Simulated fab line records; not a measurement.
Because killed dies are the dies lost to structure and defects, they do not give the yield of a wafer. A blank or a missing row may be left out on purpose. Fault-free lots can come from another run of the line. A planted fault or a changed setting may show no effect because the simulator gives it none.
Which tool was responsible? :: flow gf180mcu :: Sampling: 11 lots, 33 wafers, 5 of 602 route steps

WHAT EACH GAUGE READ, for each wafer
GF_VT_IMPLANT_RS_MEAS_46: a four-point-probe measurement. Usual: MVSD_RS typically reads 456.9 ohm/sq, with standard deviation 1.1.
lot: L428
measured: day 7 20:34
on: film_metro-03
MVSD_RS (ohm/sq): 457.0 457.0 457.4
flag: 

lot: L429
measured: day 8 09:41
on: film_metro-03
MVSD_RS (ohm/sq): 456.3 456.3 455.6
flag: 

lot: L430
measured: day 8 10:02
on: film_metro-02
MVSD_RS (ohm/sq): 457.9 457.1 457.2
flag: 

lot: L432
measured: day 8 22:32
on: film_metro-04
MVSD_RS (ohm/sq): 455.2 455.4 453.6
flag: 

lot: L434
measured: day 9 14:05
on: film_metro-03
MVSD_RS (ohm/sq): 457.4 456.9 456.8
flag: 

lot: L435
measured: day 9 17:30
on: film_metro-04
MVSD_RS (ohm/sq): 456.1 455.7 457.2
flag: 

lot: L439
measured: day 10 23:22
on: film_metro-02
MVSD_RS (ohm/sq): 457.1 457.0 457.6
flag: 

lot: L440
measured: day 11 04:57
on: film_metro-03
MVSD_RS (ohm/sq): 470.3 472.2 471.0 470.1 470.9 470.5
flag: OFF

lot: L442
measured: day 11 17:46
on: film_metro-03
MVSD_RS (ohm/sq): 469.9 468.5 468.9 468.9 469.7 468.8
flag: OFF

lot: L443
measured: day 12 02:16
on: film_metro-04
MVSD_RS (ohm/sq): 467.9 467.9 467.2 468.3 469.0 467.0
flag: OFF

lot: L445
measured: day 12 13:01
on: film_metro-02
MVSD_RS (ohm/sq): 457.4 457.4 457.8
flag: 

GF_VT_IMPLANT_RS_MEAS_47: a four-point-probe measurement. Usual: NWELL_RS typically reads 487.9 ohm/sq, with standard deviation 1.6.
lot: L428
measured: day 7 20:41
on: film_metro-03
NWELL_RS (ohm/sq): 491.0 489.0 489.7
flag: 

lot: L429
measured: day 8 09:48
on: film_metro-03
NWELL_RS (ohm/sq): 487.4 486.9 488.0
flag: 

lot: L430
measured: day 8 10:09
on: film_metro-02
NWELL_RS (ohm/sq): 486.7 485.5 486.5
flag: 

lot: L432
measured: day 8 22:40
on: film_metro-04
NWELL_RS (ohm/sq): 487.5 488.6 486.8
flag: 

lot: L434
measured: day 9 14:13
on: film_metro-03
NWELL_RS (ohm/sq): 488.9 489.8 490.1
flag: 

lot: L435
measured: day 9 17:37
on: film_metro-04
NWELL_RS (ohm/sq): 484.6 483.9 485.0
flag: 

lot: L439
measured: day 10 23:29
on: film_metro-02
NWELL_RS (ohm/sq): 487.5 488.1 489.2
flag: 

lot: L440
measured: day 11 08:48
on: film_metro-03
NWELL_RS (ohm/sq): 489.4 490.7 488.3
flag: 

lot: L442
measured: day 11 20:38
on: film_metro-03
NWELL_RS (ohm/sq): 489.9 488.5 489.5
flag: 

lot: L443
measured: day 12 04:44
on: film_metro-04
NWELL_RS (ohm/sq): 487.3 487.9 487.7
flag: 

lot: L445
measured: day 12 13:08
on: film_metro-02
NWELL_RS (ohm/sq): 484.6 487.5 487.8
flag: 

GF_DUAL_GATE_OVL_MEAS_11. Usual: DUAL_GATE_OVL typically reads 1.4 nm, with standard deviation 1.5.
lot: L428
measured: day 8 18:55
on: overlay-02
DUAL_GATE_OVL (nm): -1.4 -3.5 -1.5
flag: 

lot: L429
measured: day 9 05:01
on: overlay-01
DUAL_GATE_OVL (nm): 0.6 -0.9 0.2
flag: 

lot: L430
measured: day 9 07:55
on: overlay-02
DUAL_GATE_OVL (nm): 1.0 -0.7 -0.5
flag: 

lot: L432
measured: day 9 17:57
on: overlay-02
DUAL_GATE_OVL (nm): 0.5 1.0 1.4
flag: 

lot: L434
measured: day 10 09:31
on: overlay-01
DUAL_GATE_OVL (nm): 4.1 4.2 2.7
flag: 

lot: L435
measured: day 10 14:10
on: overlay-01
DUAL_GATE_OVL (nm): 1.6 0.4 1.9
flag: 

lot: L439
measured: day 11 20:46
on: overlay-01
DUAL_GATE_OVL (nm): 1.1 0.2 0.6
flag: 

lot: L440
measured: day 12 01:52
on: overlay-02
DUAL_GATE_OVL (nm): 2.4 2.8 1.6
flag: 

lot: L442
measured: day 12 14:29
on: overlay-01
DUAL_GATE_OVL (nm): -0.4 -1.2 0.6
flag: 

lot: L443
measured: day 12 23:55
on: overlay-02
DUAL_GATE_OVL (nm): 3.1 1.4 2.1
flag: 

lot: L445
measured: day 13 10:41
on: overlay-01
DUAL_GATE_OVL (nm): 2.2 1.8 2.2
flag: 

TOOL THAT RAN EACH LOT (tool first, then ch and the chambers of the sampled wafers, then the start)
lot: L428
GF_MVSD_IMPLANT_08: implanter-02 ch 0, day 4 16:37
GF_MVSD_STRIP_10: plasma_asher-01 ch 0,1, day 4 16:55

lot: L429
GF_MVSD_IMPLANT_08: implanter-01 ch 0, day 5 03:48
GF_MVSD_STRIP_10: plasma_asher-01 ch 0,1, day 5 04:05

lot: L430
GF_MVSD_IMPLANT_08: implanter-02 ch 0, day 5 04:04
GF_MVSD_STRIP_10: plasma_asher-04 ch 0, day 5 04:22

lot: L432
GF_MVSD_IMPLANT_08: implanter-01 ch 0, day 5 14:41
GF_MVSD_STRIP_10: plasma_asher-04 ch 0,1, day 5 14:58

lot: L434
GF_MVSD_IMPLANT_08: implanter-01 ch 0, day 6 03:10
GF_MVSD_STRIP_10: plasma_asher-03 ch 0,1, day 6 03:28

lot: L435
GF_MVSD_IMPLANT_08: implanter-02 ch 0, day 6 08:29
GF_MVSD_STRIP_10: plasma_asher-04 ch 0,1, day 6 08:46

lot: L439
GF_MVSD_IMPLANT_08: implanter-04 ch 0, day 7 09:58
GF_MVSD_STRIP_10: plasma_asher-03 ch 0,1, day 7 10:15

lot: L440
GF_MVSD_IMPLANT_08: implanter-01 ch 0, day 7 14:04
GF_MVSD_STRIP_10: plasma_asher-04 ch 0,1, day 7 14:22

lot: L442
GF_MVSD_IMPLANT_08: implanter-01 ch 0, day 8 01:01
GF_MVSD_STRIP_10: plasma_asher-03 ch 0,1, day 8 01:19

lot: L443
GF_MVSD_IMPLANT_08: implanter-01 ch 0, day 8 07:37
GF_MVSD_STRIP_10: plasma_asher-04 ch 0,1, day 8 07:55

lot: L445
GF_MVSD_IMPLANT_08: implanter-02 ch 0, day 8 18:22
GF_MVSD_STRIP_10: plasma_asher-01 ch 0,1, day 8 18:39
- GF_MVSD_IMPLANT_08
- GF_MVSD_STRIP_10: strips in O2/N2.

WHAT THE TOOLS THEMSELVES READ (means of the sampled wafers that have a number; where no wafer has one, the mark that the record gives instead)
GF_MVSD_IMPLANT_08. Usual: beam_energy_keV 399.99, standard deviation 0.13; beam_on_s 9.96 s, standard deviation 0.18; tilt_deg 0.001 degrees, standard deviation 0.02.
lot: L428
tool: implanter-02
beam_energy_keV: 400.13
beam_on_s (s): 10.08
tilt_deg (degrees): 0.012
flag: 

lot: L429
tool: implanter-01
beam_energy_keV: 399.89
beam_on_s (s): 9.90
tilt_deg (degrees): 0.017
flag: 

lot: L430
tool: implanter-02
beam_energy_keV: 399.96
beam_on_s (s): 9.88
tilt_deg (degrees): 0.015
flag: 

lot: L432
tool: implanter-01
beam_energy_keV: 400.10
beam_on_s (s): 9.88
tilt_deg (degrees): 0.002
flag: 

lot: L434
tool: implanter-01
beam_energy_keV: 400.00
beam_on_s (s): 9.90
tilt_deg (degrees): -0.002
flag: 

lot: L435
tool: implanter-02
beam_energy_keV: 400.06
beam_on_s (s): 10.01
tilt_deg (degrees): 0.012
flag: 

lot: L439
tool: implanter-04
beam_energy_keV: 400.12
beam_on_s (s): 9.94
tilt_deg (degrees): 0.001
flag: 

lot: L440
tool: implanter-01
beam_energy_keV: 353.11
beam_on_s (s): 9.83
tilt_deg (degrees): -0.025
flag: OFF

lot: L442
tool: implanter-01
beam_energy_keV: 353.34
beam_on_s (s): 9.99
tilt_deg (degrees): -0.013
flag: OFF

lot: L443
tool: implanter-01
beam_energy_keV: 353.27
beam_on_s (s): 9.92
tilt_deg (degrees): -0.012
flag: OFF

lot: L445
tool: implanter-02
beam_energy_keV: 399.95
beam_on_s (s): 9.98
tilt_deg (degrees): 0.004
flag: 

GF_MVSD_STRIP_10. Usual: drypump_motor_current_A 5.5 A, standard deviation 0.36; heater_power_w 340 W, standard deviation 27; n2_flow_sccm 300.1 sccm, standard deviation 0.95; oes_product_au 0.723 a.u., standard deviation 0.0045; strip_time_to_endpoint_s 36.93 s, standard deviation 0.1.
lot: L428
tool: plasma_asher-01
drypump_motor_current_A (A): 6.0
heater_power_w (W): 344
n2_flow_sccm (sccm): 299.7
oes_product_au (a.u.): 0.726
strip_time_to_endpoint_s (s): 36.96
flag: 

lot: L429
tool: plasma_asher-01
drypump_motor_current_A (A): 5.5
heater_power_w (W): 313
n2_flow_sccm (sccm): 299.1
oes_product_au (a.u.): 0.721
strip_time_to_endpoint_s (s): 36.93
flag: 

lot: L430
tool: plasma_asher-04
drypump_motor_current_A (A): 5.4
heater_power_w (W): 365
n2_flow_sccm (sccm): 299.9
oes_product_au (a.u.): 0.721
strip_time_to_endpoint_s (s): 36.96
flag: 

lot: L432
tool: plasma_asher-04
drypump_motor_current_A (A): 5.4
heater_power_w (W): 333
n2_flow_sccm (sccm): 300.0
oes_product_au (a.u.): 0.717
strip_time_to_endpoint_s (s): 37.04
flag: 

lot: L434
tool: plasma_asher-03
drypump_motor_current_A (A): 5.5
heater_power_w (W): 347
n2_flow_sccm (sccm): 300.4
oes_product_au (a.u.): 0.723
strip_time_to_endpoint_s (s): 36.94
flag: 

lot: L435
tool: plasma_asher-04
drypump_motor_current_A (A): 5.5
heater_power_w (W): 333
n2_flow_sccm (sccm): 300.7
oes_product_au (a.u.): 0.722
strip_time_to_endpoint_s (s): 36.90
flag: 

lot: L439
tool: plasma_asher-03
drypump_motor_current_A (A): 5.5
heater_power_w (W): 352
n2_flow_sccm (sccm): 300.5
oes_product_au (a.u.): 0.719
strip_time_to_endpoint_s (s): 37.10
flag: 

lot: L440
tool: plasma_asher-04
drypump_motor_current_A (A): 5.4
heater_power_w (W): 337
n2_flow_sccm (sccm): 299.2
oes_product_au (a.u.): 0.723
strip_time_to_endpoint_s (s): 36.91
flag: 

lot: L442
tool: plasma_asher-03
drypump_motor_current_A (A): 5.5
heater_power_w (W): 352
n2_flow_sccm (sccm): 300.0
oes_product_au (a.u.): 0.720
strip_time_to_endpoint_s (s): 36.97
flag: 

lot: L443
tool: plasma_asher-04
drypump_motor_current_A (A): 5.5
heater_power_w (W): 336
n2_flow_sccm (sccm): 300.6
oes_product_au (a.u.): 0.724
strip_time_to_endpoint_s (s): 36.97
flag: 

lot: L445
tool: plasma_asher-01
drypump_motor_current_A (A): 6.0
heater_power_w (W): 342
n2_flow_sccm (sccm): 300.3
oes_product_au (a.u.): 0.723
strip_time_to_endpoint_s (s): 36.88
flag: 

THE ANSWER, worked out from the rows above alone
Rule: a lot counts as off when the mean over its wafers that have a number is more than 3 standard deviations away from the usual mean. Also off: a lot with no number at a reading for which 4 or more lots have one. Any other lot the step has rows for is counted as sound. Order of review: gauges by route order, followed by the tools' own readings, for which a lot's mean as printed above is used. At the first step where some lot is off, the reading lying furthest off is the one used; lots without a number count as furthest.
Off: L440, L442, L443, seen at GF_VT_IMPLANT_RS_MEAS_46 (MVSD_RS).
A tool fits if, at a process step before that reading, it ran every lot that is off, and no sound lot after the first of them. Not tried: the gauges at GF_VT_IMPLANT_RS_MEAS_46; whatever is off there is also off at GF_MVSD_IMPLANT_08, on other tools, and gauge error can't account for it. One fits: implanter-01 at GF_MVSD_IMPLANT_08. Its last sound lot is L434 (day 6 03:10), its first lot that is off L440 (day 7 14:04): a fault that began between those two fits.
On the lots that are off, the tool's own readings at GF_MVSD_IMPLANT_08 differ by more than 5 times the standard deviation of the sound lots' means, which bears it out; beam_energy_keV reads 353.24 there versus 400.03 on the sound lots.

WHAT THE SIMULATOR PUT IN
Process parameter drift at GF_MVSD_IMPLANT_08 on implanter-01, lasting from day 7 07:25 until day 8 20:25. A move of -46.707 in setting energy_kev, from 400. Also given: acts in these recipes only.
Struck lots among those shown: L440, L442, L443. The rule given above showed the same thing.
